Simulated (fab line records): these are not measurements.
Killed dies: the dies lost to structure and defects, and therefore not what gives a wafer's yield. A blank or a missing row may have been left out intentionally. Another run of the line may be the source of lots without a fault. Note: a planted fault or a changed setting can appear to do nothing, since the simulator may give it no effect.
Split-lot experiment | flow sky130 | 15 wafers read across 5 lots, on a route 708 steps long

== SPLIT DETAILS ==
At SKY_VIA3_CMP_02 (polishes SiO2), the setting leave above ref nm was moved away from the recipe's 465 nm on 5 of the 15 wafers read, by -5.0% to +5.9%. For the rest of the wafers, this setting stayed at what the recipe calls for.

== FROM THE SPLIT TO THE READING: what the file shows between them, 10 steps ==
- SKY_VIA3_COAT_07: resist thk 450 nm (also split here: resist thk nm)
- SKY_VIA3_SOFTBAKE_08: time 90 s
- SKY_VIA3_EXPOSE_09: exposes mask VIM3, target cd 200 nm
- SKY_VIA3_ETCH_14: etches BARC in N2/H2, stops on SiO2, time 45.9 s, target depth 60 nm
- SKY_VIA3_ETCH_15: etches SiO2 in C4F8/O2/Ar, stops on TiN, target depth 507 nm, time 78 s (also split here: time s)
- SKY_VIA3_STRIP_16: strips in O2/N2
- SKY_METAL4_SPUTTER_00: material Ti, target thk 15 nm, time 10 s (also split here: time s)
- SKY_METAL4_DEVELOP_12: develop time 60 s (also split here: develop time s)
- SKY_METAL4_ETCH_16: etches BARC in N2/H2, stops on SiO2, time 88.2 s, target depth 60 nm
- SKY_METAL4_ETCH_17: etches SiO2 in C4F8/O2/Ar, stops on TiN, time 3.9 s, target depth 15 nm

== THE READING ==
SiO2_of_VIA3_HDPCVD_00.thk nm (the simulator's own value, which no gauge read), in nm, at SKY_METAL4_METAL_ETCH_18 (etches the open film in Cl2/BCl3, stops on SiO2, target depth 845 nm, time 183.1 s). There is no usual value for it anywhere in the file. Average 434.9 nm, standard deviation 1.2 nm, over the 10 wafers here run with the recipe.

wafer  | tool, chamber at the split | leave above ref nm as run, nm | against the recipe | SiO2_of_VIA3_HDPCVD_00.thk nm, nm | against lot-mates on the recipe
L077.1 | cmp-01, 2                  | 465                           | recipe             | 435.1                             | -
L077.4 | cmp-01, 3                  | 465                           | recipe             | 435.3                             | -
L077.5 | cmp-01, 1                  | 465                           | recipe             | 435.3                             | -
L079.2 | cmp-02, 0                  | 465                           | recipe             | 436.8                             | -
L079.6 | cmp-02, 0                  | 465                           | recipe             | 435.5                             | -
L082.1 | cmp-01, 1                  | 465                           | recipe             | 433.2                             | -
L082.2 | cmp-01, 3                  | 465                           | recipe             | 432.8                             | -
L082.5 | cmp-01, 2                  | 475.4                         | +2.2%              | 444.6                             | +11.6
L083.2 | cmp-01, 1                  | 465                           | recipe             | 435.9                             | -
L083.6 | cmp-01, 1                  | 492.6                         | +5.9%              | 463.5                             | +27.6
L085.1 | cmp-01, 1                  | 465                           | recipe             | 435.6                             | -
L085.2 | cmp-01, 3                  | 441.6                         | -5.0%              | 410.5                             | -24.1
L085.4 | cmp-01, 2                  | 465                           | recipe             | 433.7                             | -
L085.5 | cmp-01, 3                  | 441.6                         | -5.0%              | 409.2                             | -25.4
L085.6 | cmp-01, 0                  | 441.6                         | -5.0%              | 411.2                             | -23.4

FIT RESULTS
A straight line over all 15 wafers: SiO2_of_VIA3_HDPCVD_00.thk nm changes by +4.84 nm for each +1% of leave above ref nm; r = +1.00; the points scatter about the line by 1.2 nm.
The same after taking each lot's own level away (the mean of its wafers on the recipe; 15 wafers): +4.79 nm for each +1%; r = +1.00; scatter 0.7 nm.
The reading moves by 28 nm for the largest change in leave above ref nm, on that fit.
Measured against the standard deviation above, the lots' own levels, which go from 433.00 to 436.15 nm, span 2.6 times it.
The two slopes are in agreement: the lot-to-lot level therefore moves the slope only a little.
Check: with one of the wafers moved furthest among these (+5.9%) left out of the fit, the line predicts +29 nm for it against its lot-mates. It came out at +27.6 nm against them.

== THESE WAFERS: OTHER SPLITS ==
Other splits were also applied to these wafers ahead of the reading. Each is held against what the fit with the lots' levels taken away leaves over:
other split on the same wafers       | wafers away from the commonest value | r with SiO2_of_VIA3_HDPCVD_00.thk nm (lot level and that fit taken away)
SKY_VIA2_ETCH_14 bias w              | 5                                    | -0.18
SKY_CAPM_SPUTTER_02 time s           | 2                                    | +0.65
SKY_METAL3_COAT_08 spin rpm          | 5                                    | +0.56
SKY_VIA3_COAT_07 resist thk nm       | 5                                    | +0.04
SKY_VIA3_ETCH_15 time s              | 5                                    | -0.62
SKY_METAL4_SPUTTER_00 time s         | 0                                    | -
SKY_METAL4_DEVELOP_12 develop time s | 4                                    | +0.17

== THE WHOLE CHAIN: every reading that the file lists as answering this split, in the file's order ==
step                     | what it does                                                                       | reading                                                                        | change (the file's fit)              | r (the file's)
SKY_VIA3_CMP_02          | polishes SiO2                                                                      | SiO2_of_VIA3_HDPCVD_00.thk nm (the simulator's own value, which no gauge read) | +4.72 nm for each +1% of the setting | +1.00
SKY_METAL4_METAL_ETCH_18 | etches the open film in Cl2/BCl3, stops on SiO2, target depth 845 nm, time 183.1 s | SiO2_of_VIA3_HDPCVD_00.thk nm (the simulator's own value, which no gauge read) | +4.8 nm for each +1% of the setting  | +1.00

== FILE'S OWN FIT ==
SiO2_of_VIA3_HDPCVD_00.thk nm changes by +4.8 nm for each +1% of leave above ref nm, r = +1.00.
